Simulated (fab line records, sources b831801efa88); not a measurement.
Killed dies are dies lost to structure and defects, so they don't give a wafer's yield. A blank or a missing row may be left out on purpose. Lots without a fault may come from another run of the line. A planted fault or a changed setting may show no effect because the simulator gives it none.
A struck lot beside a sound one | flow sky130 | 21 steps out of a route of 708
Sound: wafers L901.1, L901.4, L901.6. Struck: wafers L896.2, L896.5, L896.6. The cause comes at the end.
At each step with rows: each side's tool, then ch and its chambers, then its first start. Under that, the readings that differ: sound wafers | struck wafers | difference of the means | sigmas: that difference in standard deviations of wafers without a fault.
alike: readings whose means differ by less than 2 such deviations, and words and numbers that are the same on both sides. not compared: withheld readings, readings that some wafer has no value for, bounds like >300 that may hide the same value, and numbers for which the record gives no deviation and whose values overlap.
The two part at a step that has a row with sigmas, a row that says differs or no value, or rows on one side only. Numbers that don't overlap but have no deviation are shown without sigmas and don't part them. A reading that every wafer of one side lacks parts them only if that side has two wafers or more.

first, 1 step without rows for these wafers: SKY_POLY_GATE_OXIDATION_20 (stabilise 600 s, purge 300 s, target thk 4 nm).
SKY_POLY_GATE_THK_MEAS_21:
  sound on film_metro-01, day 23 10:52; struck on film_metro-01, day 21 22:49
  alike: POLY_GATE_OXIDATION_THK
SKY_POLY_GATE_CD_MEAS_22:
  sound on cd_sem-01, day 23 10:56; struck on cd_sem-01, day 21 22:53
  alike: cd_nm
then, 7 steps without rows for these wafers: SKY_LDD_N_DEHYDRATE_00 (time 60 s); SKY_LDD_N_HMDS_01 (prime time 60 s); SKY_LDD_N_COAT_02 (resist thk 300 nm); SKY_LDD_N_SOFTBAKE_03 (time 60 s); SKY_LDD_N_EXPOSE_04 (exposes mask NTM, target cd 840 nm); SKY_LDD_N_PEB_05; SKY_LDD_N_DEVELOP_06 (develop time 60 s).
SKY_LDD_N_OVL_MEAS_07:
  sound on overlay-02, day 24 16:22; struck on overlay-01, day 23 05:52
  alike: LDD_N_OVL
then, 1 step without rows for these wafers: SKY_LDD_N_IMPLANT_08.
SKY_LDD_N_IMPLANT_09:
  sound on implanter-01 ch 0, day 24 16:33; struck on implanter-02, day 23 06:04
  no value came back on the struck wafers for beam_energy_keV, beam_on_s (s), implant_ion_amu; on the sound wafers beam_energy_keV reads 20.015 20.007 20.009
then, 6 steps without rows for these wafers: SKY_LDD_N_IMPLANT_10; SKY_LDD_N_IMPLANT_11; SKY_LDD_N_IMPLANT_12; SKY_LDD_N_IMPLANT_13; SKY_LDD_N_IMPLANT_14; SKY_LDD_N_IMPLANT_15.
SKY_LDD_N_STRIP_16: strips in O2/N2.
  sound on plasma_asher-04 ch 1, day 24 17:36; struck on plasma_asher-02 ch 0,1, day 23 07:05
  reading                      | sound             | struck            | difference | sigmas
  strip_time_to_endpoint_s (s) | 4.323 4.343 4.327 | 4.185 4.180 4.151 | -0.159     | -12
  alike: drypump_motor_current_A, oes_product_au
  not compared: rf_hours_counter_h
SKY_LDD_N_TW_MEAS_17:
  sound on film_metro-01, day 24 17:42; struck on film_metro-01, day 23 07:26
  reading  | sound          | struck         | difference | sigmas
  LDD_N_TW | 2598 2607 2615 | 2476 2462 2483 | -133       | -10
  not compared: hold

WHERE THEY PART
First at SKY_LDD_N_IMPLANT_09; last, within this record, at SKY_LDD_N_TW_MEAS_17.

WHY: what the simulator had put in
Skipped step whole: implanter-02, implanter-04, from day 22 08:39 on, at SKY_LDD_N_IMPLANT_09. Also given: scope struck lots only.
